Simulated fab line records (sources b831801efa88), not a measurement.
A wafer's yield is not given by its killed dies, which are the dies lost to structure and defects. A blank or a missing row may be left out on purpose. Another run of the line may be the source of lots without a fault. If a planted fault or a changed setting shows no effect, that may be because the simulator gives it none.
fab line records + flow sky130
[record]
- lots = 5
- wafers = 15
- lastDay = 49
route steps=708 shown SD_N@342 SALICIDE@361 LI_CONTACT@362 PAD_OPEN@708
lots that met no fault: from a run of the same line without faults
startH: start of the lot's first displayed wafer, in hours after the record's first day + waitH: how many hours have passed since the lot's step before this one + " unchanged from the row above + L1.1+2: several wafers, shown together as one row + - either no value or no given start + * or withheld: withheld + < > ~ a bound
route shown NAME@n: NAME is a module with steps in the file, n the number in the route of the first one + usual: mean and standard deviation over wafers with no fault + same: alike in all rows + chamber/n: place in a boat + sites: per-site readings + _std_site: the standard deviation of these + _edge_site: the outer-site mean with the inner-site mean subtracted + radiusMm: for every site, how far away it sits from the centre of the wafer + mask NAME#n: copy n + behind: the tool/chamber that last shaped the wafer + hold: reason for holding the lot/hours on hold/outcome of the hold + device: transistor that didn't switch, given as n, p or np + end of line: the tests these same wafers got at the end of their route + a step with no rows: only its recipe + killed: dies lost to structure and defects at the first sort, not the wafer's yield + map: a wafer's dies, x killed, . not, _ none there
set.NAME: the setting the step ran with; set.NAME@STEP: the setting that earlier step ran with + model.NAME: the simulator's own value behind a step, which no gauge read
lots at selected steps of the route; one table per step, one row per wafer
services: a tool's chamber out of use, with start hour (startH, from the record's first day; less than 0 if before it), hours out, and reason
[[steps]]
[step SKY_SD_N_DEHYDRATE_00]
[recipe]
- tempC = 200
- timeS = 60
[step SKY_SD_N_HMDS_01]
[recipe]
- primeTimeS = 60
- primeTempC = 120
[step SKY_SD_N_COAT_02]
[recipe]
- resist = NOVOLAK
- spinRpm = 3000
- resistThkNm = 1140
[step SKY_SD_N_SOFTBAKE_03]
[recipe]
- tempC = 90
- timeS = 60
- resist = NOVOLAK
[step SKY_SD_N_EXPOSE_04]
[recipe]
- maskId = NSDM
- na = 0.6
- sourceShape = conventional
- sigmaOuter = 0.6
- polarization = unpolarized
- targetCdNm = 380
- doseMj = 141
[step SKY_SD_N_PEB_05]
[recipe]
- tempC = withheld
- timeS = *
- resist = NOVOLAK
[step SKY_SD_N_DEVELOP_06]
[recipe]
- resist = NOVOLAK
- developer = TMAH
- developTimeS = 60
- devTempC = 23
[step SKY_SD_N_IMPLANT_09]
[recipe]
- species = As
- energyKev = 50
- doseCm2 = 4e+15
- tiltDeg = 0
[step SKY_SD_N_IMPLANT_10]
[recipe]
- species = P
- energyKev = 20
- doseCm2 = 1e+14
- tiltDeg = 0
[step SKY_SD_N_STRIP_11]
[recipe]
- chemistry = O2/N2
- powerW = 1400
- pressureMtorr = 1500
- platenTempC = withheld
- o2FlowSccm = 3000
- n2FlowSccm = 300
- overashFraction = 0.5
[usual]
- drypumpMotorCurrentA = 6.0/0.5
- oesProductAu = 0.527/0.0046
- stripTimeToEndpointS = 22.54/0.045
| lot.wafer | tool           | chamber | startH | waitH | drypumpMotorCurrentA | oesProductAu | rfHoursCounterH | stripTimeToEndpointS |
|-----------|----------------|---------|--------|-------|----------------------|--------------|-----------------|----------------------|
| L479.2    | plasmaAsher-03 | 0       | 683.68 | 0.1   | 6.8                  | 0.529        | 25              | 22.55                |
| L479.3    | "              | 1       | "      | "     | 5.8                  | 0.525        | -               | 22.55                |
| L479.6    | "              | 0       | "      | "     | 6.8                  | 0.527        | -               | 22.49                |
| L480.1    | plasmaAsher-03 | 0       | 687.73 | 0.1   | 6.8                  | 0.528        | 26              | 22.50                |
| L480.3    | "              | 1       | "      | "     | 5.8                  | 0.526        | -               | 22.49                |
| L480.4    | "              | 0       | "      | "     | 6.8                  | 0.524        | -               | 22.49                |
| L481.1    | plasmaAsher-03 | 1       | 695.43 | 0.1   | 5.8                  | 0.523        | 26              | 22.58                |
| L481.2    | "              | 0       | "      | "     | 6.7                  | 0.521        | 26              | 22.53                |
| L481.5    | "              | 0       | "      | "     | 6.7                  | 0.528        | -               | 22.56                |
| L488.1    | plasmaAsher-03 | 1       | 765.42 | 0.1   | 5.8                  | 0.526        | 33              | 22.53                |
| L488.2    | "              | 0       | "      | "     | 6.7                  | 0.537        | 33              | 22.57                |
| L488.5    | "              | 1       | "      | "     | 5.8                  | 0.538        | -               | 22.54                |
| L494.1    | plasmaAsher-04 | 1       | 790.02 | 0.1   | 5.9                  | 0.521        | 96              | 22.48                |
| L494.2    | "              | 0       | "      | "     | 5.3                  | 0.528        | 96              | 22.48                |
| L494.6    | "              | 0       | "      | "     | 5.3                  | 0.532        | -               | 22.47                |
[step SKY_SD_N_CLEAN_13]
[recipe]
- chemistry = SC1/SC2
- mix = 1:4:20
- tempC = 70
- timeS = 150
- dry = n2Spin
[step SKY_SD_N_RTA_14]
[recipe]
- tempC = 1075
- timeS = 2
- idleTempC = 650
- rampUpCPerS = 150
- rampDownCPerS = 90
- ambient = N2
[step SKY_SALICIDE_CLEAN_00]
[recipe]
- chemistry = HF-last
- timeS = 30
- dilution = 100:1
- dry = ipaMarangoni
[step SKY_LI_CONTACT_HDPCVD_00]
[recipe]
- material = PSG
- targetThkNm = 930
- sigmaOpenFrac = 0.3
- timeS = 150
- tempC = 600
- sih4FlowSccm = 60
- pressureMtorr = 6
[step SKY_LI_CONTACT_CMP_02]
[recipe]
- material = PSG
- downForcePsi = 4
- platenRpm = 60
- padVelocityMS = 0.94248
[step SKY_LI_CONTACT_DEHYDRATE_04]
[recipe]
- tempC = 200
- timeS = 60
[step SKY_LI_CONTACT_HMDS_05]
[recipe]
- primeTimeS = 60
- primeTempC = 120
[step SKY_LI_CONTACT_COAT_06]
[recipe]
- resist = BARC
- tempC = withheld
- timeS = withheld
- spinRpm = 3000
- resistThkNm = 60
[step SKY_LI_CONTACT_COAT_07]
[recipe]
- resist = KrF-thick
- spinRpm = 3000
- resistThkNm = 450
[step SKY_LI_CONTACT_SOFTBAKE_08]
[recipe]
- tempC = 100
- timeS = 90
- resist = KrF-thick
[step SKY_LI_CONTACT_EXPOSE_09]
[recipe]
- maskId = LICM1
- na = 0.8
- sourceShape = annular
- sigmaInner = 0.55
- sigmaOuter = 0.85
- targetCdNm = 170
- doseMj = 38
[step SKY_LI_CONTACT_PEB_10]
[recipe]
- pebTempC = withheld
- pebTimeS = withheld
- resist = KrF-thick
[step SKY_LI_CONTACT_DEVELOP_11]
[recipe]
- developTimeS = 60
- resist = KrF-thick
- devTempC = 21
[step SKY_LI_CONTACT_ETCH_14]
[recipe]
- chemistry = N2/H2
- target = BARC
- ionEnergyEv = 200
- sourceW = 500
- biasW = 100
- pressureMtorr = 30
- n2FlowSccm = 100
- h2FlowSccm = 200
- stopOn = SiO2
- timeS = 45.9
- targetDepthA = 600
[step SKY_LI_CONTACT_ETCH_15]
[recipe]
- target = PSG
- chemistry = C4F8/O2/Ar
- stopOn = Si
- taperDeg = 4.15
- maskMaterial = KrF-thick
- sourceW = 1500
- biasW = 1200
- pressureMtorr = 40
- c4f8FlowSccm = withheld
- O2_flow_sccm = 6
- Ar_flow_sccm = 300
- timeS = withheld
- targetDepthA = 6000
[step SKY_LI_CONTACT_STRIP_16]
[recipe]
- chemistry = O2/N2
- powerW = 1400
- pressureMtorr = 1500
- platenTempC = withheld
- o2FlowSccm = 3000
- n2FlowSccm = 300
- overashFraction = 0.5
[step SKY_LI_CONTACT_CLEAN_17]
[recipe]
- chemistry = NMP
- timeS = 600
- tempC = 60
- dry = n2Spin
[step SKY_LI_CONTACT_PRE_CLEAN_18]
[recipe]
- gas = Ar
- timeS = 5.6
- biasV = 358
[step SKY_LI_CONTACT_SPUTTER_19]
[recipe]
- material = Ti
- targetThkNm = 20
- chamberPressurePa = 5
- powerW = 2500
- substrateTempC = 200
- timeS = 106.37
[step SKY_LI_CONTACT_SPUTTER_20]
[recipe]
- material = TiN
- targetThkNm = 20
- chamberPressurePa = 5
- powerW = 4000
- timeS = 80
[step SKY_PAD_OPEN_PROBE_99]
[usual]
- killed_at_M0_to_M3 = 43/6.5
- killed_at_M4_up = 3.2/1.9
- killedAtContacts = 25/5.5
- killedAtFrontEnd = 14/4.2
- killedAtOther = 0.2/0.44
- killedDies = 85/8.5
- killedOpen = 47/7
- killedShort = 39/6.3
[same]
- grossDies = 492
- killedAtBackSide = 0
| lot.wafer | tool      | chamber | startH  | waitH | killed_at_M0_to_M3 | killed_at_M4_up | killedAtContacts | killedAtFrontEnd | killedAtOther | killedDies | killedOpen | killedShort |
|-----------|-----------|---------|---------|-------|--------------------|-----------------|------------------|------------------|---------------|------------|------------|-------------|
| L479.2    | prober-01 | -       | 1108.70 | 0.1   | 40                 | 4               | 19               | 74               | 0             | 137        | 34         | 36          |
| L479.3    | prober-01 | -       | 1108.75 | 0.2   | 46                 | 2               | 23               | 8                | 0             | 79         | 40         | 39          |
| L479.6    | prober-01 | -       | 1108.90 | 0.2   | 45                 | 2               | 17               | 67               | 0             | 131        | 37         | 36          |
| L480.1    | prober-02 | -       | 1109.34 | 0.1   | 34                 | 6               | 22               | 71               | 1             | 134        | 43         | 31          |
| L480.3    | prober-02 | -       | 1109.44 | 0.2   | 36                 | 5               | 32               | 11               | 0             | 84         | 38         | 46          |
| L480.4    | prober-02 | -       | 1109.49 | 0.2   | 50                 | 4               | 29               | 64               | 0             | 147        | 48         | 39          |
| L481.1    | prober-01 | -       | 1114.64 | 0.1   | 29                 | 4               | 36               | 12               | 0             | 81         | 43         | 38          |
| L481.2    | prober-01 | -       | 1114.69 | 0.1   | 36                 | 0               | 32               | 79               | 0             | 147        | 47         | 37          |
| L481.5    | prober-01 | -       | 1114.84 | 0.2   | 37                 | 2               | 25               | 67               | 0             | 131        | 42         | 36          |
// killed by level:class
L479.2 SD_N:unspecified=67 CONTACT:geometricParticle:open=8 VIA1:geometricParticle:open=8 VIA1:geometricParticle:short=8 LI_CONTACT:geometricParticle:open=5 VIA2:geometricParticle:open=5 METAL1:geometricParticle:short=5 CONTACT:geometricParticle:short=4
L479.3 VIA1:geometricParticle:open=10 CONTACT:geometricParticle:open=8 LI_CONTACT:geometricParticle:open=6 METAL1:geometricParticle:short=6 VIA1:geometricParticle:short=6 VIA3:geometricParticle:open=5 CONTACT:geometricParticle:short=5 METAL2:geometricParticle:short=5
L479.6 SD_N:unspecified=58 VIA1:geometricParticle:open=11 METAL1:geometricParticle:short=8 VIA3:geometricParticle:open=6 VIA2:geometricParticle:open=5 CONTACT:geometricParticle:open=5 LI_CONTACT:geometricParticle:open=4 CONTACT:geometricParticle:short=4
L480.1 SD_N:unspecified=60 LI_CONTACT:geometricParticle:open=7 VIA1:geometricParticle:open=7 CONTACT:geometricParticle:open=6 VIA3:geometricParticle:open=6 VIA2:geometricParticle:open=5 METAL4:geometricParticle:short=5 LI_CONTACT:geometricParticle:short=4
L480.3 LI_CONTACT:geometricParticle:open=11 METAL1:geometricParticle:short=8 CONTACT:geometricParticle:open=7 LOCAL_INTERCONNECT:geometricParticle:short=6 METAL2:geometricParticle:short=6 VIA3:geometricParticle:short=5 METAL4:geometricParticle:short=5 CONTACT:geometricParticle:short=4
L480.4 SD_N:unspecified=60 LI_CONTACT:geometricParticle:open=12 VIA2:geometricParticle:open=10 VIA1:geometricParticle:open=8 CONTACT:geometricParticle:open=7 METAL1:geometricParticle:short=7 VIA3:geometricParticle:short=6 LOCAL_INTERCONNECT:geometricParticle:short=5
L481.1 CONTACT:geometricParticle:open=16 CONTACT:geometricParticle:short=9 VIA1:geometricParticle:open=8 METAL1:geometricParticle:short=6 LI_CONTACT:geometricParticle:open=5 POLY_GATE:geometricParticle:open=4 VIA2:geometricParticle:open=4 LOCAL_INTERCONNECT:geometricParticle:short=4
L481.2 SD_N:unspecified=63 CONTACT:geometricParticle:open=13 VIA1:geometricParticle:open=7 CONTACT:geometricParticle:short=6 LI_CONTACT:geometricParticle:open=5 LOCAL_INTERCONNECT:geometricParticle:short=5 METAL1:geometricParticle:short=5 METAL2:geometricParticle:short=5
L481.5 SD_N:unspecified=53 CONTACT:geometricParticle:open=10 CONTACT:geometricParticle:short=7 VIA3:geometricParticle:open=7 VIA1:geometricParticle:open=5 METAL1:geometricParticle:short=5 POLY_GATE:geometricParticle:short=4 SPACER:geometricParticle:open=4
// map L479.2 (x killed, . not)
__________.........._________
________......x...xx.._______
______x..x.x.x.x.xxxxxxx_____
_____...........xxxxxxxxx____
____x...x....x..xxxxxxxxxx___
___.........xxxxxxxxxxxxxx.__
__..x.......x.x..xxxxxxxxx.._
_...............xxxxxxxxxx...
_...x..x..x....xx.xxxxxxxx...
_.x.......x..xx....xx.x......
_......................x.....
_........x.xxxx..x...x.x...xx
_...........x.......x........
_............xx..x..........x
_...........x..x......xx.....
__x..xx..x.xx..............._
___....x........x.....x.x.x__
____........x..x..........___
_____......x.x.......xx..____
______......x..........._____
________x..........x.._______
__________x...x..x.._________
// map L480.4 (x killed, . not)
__________........x._________
________.x...x.x....xx_______
______x...xx....xxxxx.xx_____
_____..........xxxxxxxxxx____
____..........x.xxxxxxxxx.___
___....x..xx...xxxxxxxxxx..__
__....x...x....x.xxxxxxxx..._
_..xx.x..xxxx..xxxxxxxxxxx...
_....x..xx....x...xxxxxx..x..
_....x..x...x......x......x.x
_....xx...x....x.....x.......
_..xxxx......x..x..........xx
_......x....x.....x........x.
_.x....x............x....x...
_..x.....x........x.....x..x.
__.......x..x..............x_
___...........xx........x.x__
____x.....xxx....x........___
_____x...x.xx..xx....x...____
______.........x......x._____
________............xx_______
__________x..x...x.._________
[[services]]
| tool           | chamber | startH | hours | kind   |
|----------------|---------|--------|-------|--------|
| plasmaAsher-03 | -       | 741.45 | 3.0   | repair |
[[key]]
[firstSign]
- step = SKY_PAD_OPEN_PROBE_99
- reading = killedAtFrontEnd
- direction = up
- sigmas = 13
- usual = 14
- struck = 70
[effect]
- step = SKY_PAD_OPEN_PROBE_99
- reading = killedDies
- direction = up
- sigmas = 6.2
- usual = 85
- struck = 138
metAt SKY_SD_N_STRIP_11
struckWafers L479.2,L479.6,L480.1,L480.4,L481.2,L481.5
testerLeftOut L479,L480,L481
[fault]
- kind = chamberParticleSource
- tool = plasmaAsher-03
- chamber = 0
- onsetH = 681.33
- steps = SKY_SD_N_STRIP_11
- ratePerVisitCm2 = 1.3206
- endH = 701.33
// testerLeftOut: of these lots the tester's yield and bins aren't shown, on N5 and GAA mostly nor the transistor test; their killed dies are dies lost to structure and defects alone, not to doping, threshold or leakage, so they don't give the yield
